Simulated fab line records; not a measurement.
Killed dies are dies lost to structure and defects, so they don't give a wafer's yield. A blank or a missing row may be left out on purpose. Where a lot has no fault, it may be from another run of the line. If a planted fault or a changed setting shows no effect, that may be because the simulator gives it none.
Chamber matching | flow sky130 | 4 sister chambers for SKY_VIA4_CMP_21 on cmp-02
The step polishes, stops on SiO2, t overpolish 25 s, target thk 0 nm. 4 wafers are shown with their chamber, then 8 later ones without.

EACH WAFER AND ITS CHAMBER
wafer  | chamber | motorCurrentA (A)
L215.3 | 0       | 12.2
L217.2 | 1       | 11.3
L217.5 | 3       | 11.3
L219.1 | 2       | 10.3

WAFERS WITH NO CHAMBER GIVEN
wafer  | motorCurrentA (A)
L219.2 | 11.8
L219.5 | 11.5
L222.1 | 10.5
L222.3 | 11.3
L222.4 | 12.2
L224.3 | 11.8
L224.4 | 12.3
L224.5 | 12.2

WHICH CHAMBER EACH WENT THROUGH
wafer  | from the rows above          | in truth
L219.2 | can't be placed: 0 or 1 or 3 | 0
L219.5 | can't be placed: 1 or 3      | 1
L222.1 | 2                            | 2
L222.3 | can't be placed: 1 or 3      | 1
L222.4 | 0                            | 0
L224.3 | can't be placed: 0 or 1 or 3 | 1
L224.4 | 0                            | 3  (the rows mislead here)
L224.5 | 0                            | 0
3 of 8 placed correctly. Can't be placed from these rows: 4 (the true chamber is among the candidates in 4). Placed wrongly: 1.
How it was worked out, from the rows above alone: a wafer's distance from a chamber is the root of the sum, over the readings, of the square of ((its reading less the chamber's mean) divided by the reading's scatter). If the next closest chamber is less than 2 further off than the closest, the wafer can't be placed; otherwise it belongs to the closest. For every chamber, the mean is computed from those of its wafers that are shown. The scatter (one wafer shown for each chamber): square how far every hidden wafer sits from the nearest shown wafer, average those squares and take the square root.
